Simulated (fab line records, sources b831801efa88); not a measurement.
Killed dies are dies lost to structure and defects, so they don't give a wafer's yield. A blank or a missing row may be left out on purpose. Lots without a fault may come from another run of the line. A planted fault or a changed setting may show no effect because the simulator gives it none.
Which tool did it? | flow gf180mcu | 12 lots, 36 wafers sampled, at 5 steps of a route of 602

WHAT THE GAUGES READ, wafer by wafer
GF_STI_THK_MEAS_02. Usual: STI_OXIDATION_THK 10.01 nm, standard deviation 0.23.
lot  | measured    | on            | STI_OXIDATION_THK (nm) | flag
L348 | day 2 02:45 | film_metro-03 | 10.45 10.10 10.20      |
L350 | day 2 12:31 | film_metro-02 | 9.84 9.91 9.93         |
L351 | day 2 17:34 | film_metro-01 | 10.08 9.98 9.66        |
L353 | day 3 03:31 | film_metro-02 | 10.09 10.25 10.16      |
L355 | day 3 13:31 | film_metro-01 | 9.92 9.79 9.72         |
L356 | day 3 18:56 | film_metro-03 | 9.84 9.98 9.71         |
L357 | day 4 02:16 | film_metro-03 | 10.12 10.30 10.43      |
L358 | day 4 04:53 | film_metro-03 | 10.21 10.19 10.20      |
L359 | day 4 09:31 | film_metro-01 | 9.69 9.68 9.80         |
L361 | day 4 19:31 | film_metro-02 | 9.84 9.89 9.93         |
L363 | day 5 05:32 | film_metro-02 | 9.59 9.59 9.53         |
L368 | day 6 06:56 | film_metro-02 | 10.27 10.33 10.33      |

GF_MVSD_TW_MEAS_11. Usual: MVSD_TW 1588, standard deviation 11.
lot  | measured    | on            | MVSD_TW                       | flag
L348 | day 5 04:32 | film_metro-01 | 1590 1580 1594                |
L350 | day 5 14:50 | film_metro-01 | 1598 1588 1577                |
L351 | day 5 23:58 | film_metro-02 | 1573 1573 1565                |
L353 | day 6 10:49 | film_metro-01 | 1589 1576 1584                |
L355 | day 6 21:59 | film_metro-01 | 1585 1591 1598                |
L356 | day 7 01:56 | film_metro-04 | 1598 1600 1596                |
L357 | day 7 13:19 | film_metro-01 | 1577 1579 1584                |
L358 | day 7 14:20 | film_metro-01 | 1592 1579 1590                |
L359 | day 7 20:17 | film_metro-02 | 1585 1590 1592                |
L361 | day 8 06:34 | film_metro-04 | 1653 1667 1647 1653 1665 1664 | OFF
L363 | day 8 19:01 | film_metro-04 | 1660 1662 1663 1659 1663 1659 | OFF
L368 | day 9 23:27 | film_metro-02 | 1574 1589 1587                |

GF_VT_IMPLANT_RS_MEAS_46: measures by four-point-probe. Usual: MVSD_RS 456.4 ohm/sq, standard deviation 1.2.
lot  | measured     | on            | MVSD_RS (ohm/sq)                    | flag
L348 | day 8 09:32  | film_metro-04 | 458.3 457.5 457.7                   |
L350 | day 8 22:59  | film_metro-02 | 455.3 456.1 455.7                   |
L351 | day 9 08:10  | film_metro-01 | 457.6 457.8 457.5                   |
L353 | day 9 21:40  | film_metro-01 | 457.4 456.6 455.6                   |
L355 | day 10 10:39 | film_metro-02 | 456.1 456.8 455.9                   |
L356 | day 10 13:49 | film_metro-04 | 456.4 455.3 456.0                   |
L357 | day 11 03:14 | film_metro-02 | 454.6 456.1 455.5                   |
L358 | day 11 05:42 | film_metro-04 | 456.2 456.9 456.9                   |
L359 | day 11 10:53 | film_metro-02 | 454.6 456.1 454.9                   |
L361 | day 12 00:00 | film_metro-01 | 427.3 428.7 428.2 427.8 428.8 428.5 | OFF
L363 | day 12 15:07 | film_metro-02 | 427.9 427.3 427.3 427.7 427.3 427.6 | OFF
L368 | day 13 21:43 | film_metro-02 | 457.0 456.1 455.9                   |

GF_V1_OVL_MEAS_15. Usual: V1_OVL -3 nm, standard deviation 5.2.
lot  | measured     | on         | V1_OVL (nm) | flag
L348 | day 19 08:47 | overlay-01 | -2 -5 -5    |
L350 | day 20 04:12 | overlay-02 | -12 -4 -4   |
L351 | day 20 14:22 | overlay-02 | -15 -6 -12  |
L353 | day 21 07:50 | overlay-02 | 2 -6 3      |
L355 | day 22 00:02 | overlay-02 | -6 -6 -11   |
L356 | day 22 03:19 | overlay-02 | -1 -14 -8   |
L357 | day 23 00:55 | overlay-01 | -7 -7 0     |
L358 | day 23 02:49 | overlay-02 | -6 -6 -7    |
L359 | day 23 08:09 | overlay-02 | -6 -7 0     |
L361 | day 24 02:15 | overlay-01 | -8 -3 -6    |
L363 | day 24 18:48 | overlay-02 | 2 1 -9      |
L368 | day 26 02:00 | overlay-02 | 5 6 6       |

WHICH TOOL RAN EACH LOT (tool, then ch and the chambers of the sampled wafers, then the start)
lot  | GF_MVSD_IMPLANT_08
L348 | implanter-02 ch 0, day 5 04:10
L350 | implanter-04 ch 0, day 5 14:26
L351 | implanter-01 ch 0, day 5 23:34
L353 | implanter-02 ch 0, day 6 10:25
L355 | implanter-01 ch 0, day 6 21:37
L356 | implanter-02 ch 0, day 7 01:34
L357 | implanter-02 ch 0, day 7 12:58
L358 | implanter-02 ch 0, day 7 13:56
L359 | implanter-04 ch 0, day 7 19:53
L361 | implanter-02 ch 0, day 8 06:10
L363 | implanter-02 ch 0, day 8 18:39
L368 | implanter-04 ch 0, day 9 23:03
- GF_MVSD_IMPLANT_08

WHAT THE TOOLS THEMSELVES READ (means of the sampled wafers that have a number; where no wafer has one, the mark that the record gives instead)
GF_MVSD_IMPLANT_08. Usual: beam_on_s 9.99 s, standard deviation 0.2; end_station_pressure_torr 5.06e-06 Torr, standard deviation 2.7e-07; faraday_current_uA 90.3, standard deviation 1.7.
lot  | tool         | beam_on_s (s) | end_station_pressure_torr (Torr) | faraday_current_uA | flag
L348 | implanter-02 | 9.88          | 5.00e-06                         | 91.2               |
L350 | implanter-04 | 10.14         | 5.26e-06                         | 88.8               |
L351 | implanter-01 | 9.98          | 5.10e-06                         | 90.3               |
L353 | implanter-02 | 9.80          | 5.18e-06                         | 92.2               |
L355 | implanter-01 | 10.08         | 5.06e-06                         | 89.8               |
L356 | implanter-02 | 10.03         | 5.04e-06                         | 90.0               |
L357 | implanter-02 | 9.92          | 4.84e-06                         | 90.8               |
L358 | implanter-02 | 10.08         | 5.02e-06                         | 89.3               |
L359 | implanter-04 | 9.67          | 5.43e-06                         | 92.9               |
L361 | implanter-02 | 11.55         | 7.87e-05                         | 76.6               | OFF
L363 | implanter-02 | 11.47         | 7.84e-05                         | 77.3               | OFF
L368 | implanter-04 | 9.87          | 5.03e-06                         | 91.0               |

THE ANSWER, worked out from the rows above alone
Rule: a lot is off if the mean of its wafers that have a number lies more than 3 standard deviations from the usual mean. A lot without any number at a reading at which 4 lots or more have one is off too. The other lots that the step has rows for count as sound. The gauges are gone through in route order, then the tools' own readings, and for those a lot's mean is taken as printed above. The first step at which some lot is off is used, and at that step the reading that is off furthest; a lot without a number counts as furthest.
Off: L361, L363, at GF_MVSD_TW_MEAS_11 (MVSD_TW).
A tool fits if, at a process step before that reading, it ran every lot that is off, and no sound lot after the first of them. The gauges at GF_MVSD_TW_MEAS_11 aren't tried: what is off there is off at GF_VT_IMPLANT_RS_MEAS_46 too, on other tools, and a gauge's error can't cause that. One fits: implanter-02 at GF_MVSD_IMPLANT_08. Its last sound lot is L358 (day 7 13:56), its first lot that is off L361 (day 8 06:10): a fault that began between those two fits.
The tool's own readings at GF_MVSD_IMPLANT_08 bear it out: on the lots that are off they differ by more than 5 times the standard deviation of the sound lots' means. beam_on_s reads 11.51 s there against 9.95 s on the sound lots; end_station_pressure_torr reads 7.85e-05 Torr there against 5.10e-06 Torr on the sound lots; faraday_current_uA reads 76.9 there against 90.6 on the sound lots.

WHAT THE SIMULATOR HAD PUT IN
Process parameter drift: implanter-02, from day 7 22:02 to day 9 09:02, at GF_MVSD_IMPLANT_08. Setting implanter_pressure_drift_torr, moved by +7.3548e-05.
Process parameter drift: implanter-02, from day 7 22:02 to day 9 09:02, at GF_MVSD_IMPLANT_08. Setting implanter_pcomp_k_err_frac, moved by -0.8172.
Lots struck among those shown: L361, L363. The rule above found the same.
